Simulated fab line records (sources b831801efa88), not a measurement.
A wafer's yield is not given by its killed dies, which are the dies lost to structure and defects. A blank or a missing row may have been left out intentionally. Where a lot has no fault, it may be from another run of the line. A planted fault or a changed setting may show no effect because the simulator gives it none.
8D (eight disciplines) problem report, filled in by code    flow sky130    the parts of the form that need people (team, actions taken, sign-off) are left out

## 1. WHAT WENT WRONG
Wafers free of any fault read 1359 (standard deviation 12) for VT_ADJUST_HVTP_TW at SKY_VT_ADJUST_HVTP_TW_MEAS_11, against a mean of 30 on 6 wafers of 2 lots. So: -99 or more standard deviations from the usual mean.
Seen first at day 8 17:08 on film metro-01, wafer L205.3. Wafers with a number at this step in the record: 42, from 14 lots. By rule, "out" or "out of limits" means more than 4 standard deviations away from the usual mean. The other wafers with a number count as sound.

## 2. WHAT IT IS, WHAT IT ISN'T
question                     is                            is not
which readings at this step  VT_ADJUST_HVTP_TW             -
which lots                   L205, L206                    L195, L196, L197, L202, L207, L209, L210, L211, L214, L216, L217, L218
which wafers of those lots   all that have a number        -
read on which gauges         film metro-01, film metro-02  film metro-03
when                         from day 8 17:08              up to then (12 sound wafers); but 24 sound wafers of L207, L209, L210, L211, L214, L216, L217, L218 came after

## 3. WHAT RULES OUT EACH SUSPECT
Counting: any tool at a process step up to the reading is kept as a suspect provided that every lot that is out went through it and no sound lot did after the first of them.
- the gauge at SKY_VT_ADJUST_HVTP_TW_MEAS_11: ruled out. The wafers that are out were read on 2 gauges (film metro-01, film metro-02).
- litho track-01 at SKY_VT_ADJUST_HVTP_DEVELOP_06 (develop time 60 s): kept. Every lot that is out went through it, starting with L205 (day 8 16:37), and after that it ran no sound lot; the last sound lot it ran before then is L197 (day 6 18:01).
The count leaves litho track-01 at SKY_VT_ADJUST_HVTP_DEVELOP_06.

## 4. THE CAUSE (what the simulator had put in)
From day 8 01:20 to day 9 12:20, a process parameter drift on litho track-01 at SKY_VT_ADJUST_HVTP_DEVELOP_06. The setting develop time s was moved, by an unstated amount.
Counting left only this tool.

## 5. SEQUENCE OF EFFECTS, ordered by route
One row per reading whose mean, taken over the struck wafers that have a number, lies over 3 standard deviations from the usual. Only readings whose record carries a usual standard deviation are examined. hours: median over the lots of the time between each lot's start at the first step of this table that gives one and its start at this step. sigmas: the change, counted in usual standard deviations.
hours  step                           reading            usual  on struck wafers  change  sigmas
0      SKY_VT_ADJUST_HVTP_TW_MEAS_11  VT_ADJUST_HVTP_TW  1359   30                -1329   -99 or more
Readings that are blank on the struck wafers while sound wafers have them: cd nm at SKY_VT_ADJUST_HVTP_CD_MEAS_07; VT_ADJUST_HVTP_OVL at SKY_VT_ADJUST_HVTP_OVL_MEAS_08.
Later measuring or inspecting steps at which every struck wafer that the step has a row for has a number for every such reading, and none has moved that far: SKY_VT_ADJUST_LVTN_TW_MEAS_10.

## 6. HOW IT WOULD HAVE BEEN CAUGHT EARLIER
16 hours passed between the start of the fault at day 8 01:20 and the first reading out of limits at a measuring or inspecting step in this record, taken at day 8 17:08.
Between SKY_VT_ADJUST_HVTP_DEVELOP_06 and SKY_VT_ADJUST_HVTP_TW_MEAS_11, SKY_VT_ADJUST_HVTP_CD_MEAS_07 gave no cd nm and SKY_VT_ADJUST_HVTP_OVL_MEAS_08 gave no VT_ADJUST_HVTP_OVL on the struck wafers, where sound wafers have one: a measuring or inspecting step that comes back empty is itself a sign.
No tool reading at SKY_VT_ADJUST_HVTP_DEVELOP_06 that has a usual standard deviation in the record was out on any struck wafer, so an alarm limit of 4 standard deviations on those readings would not have fired.
Lots out: 2; of these, L206 started SKY_VT_ADJUST_HVTP_DEVELOP_06 on litho track-01 after day 8 17:08. Holding the tool at that time would have saved it.
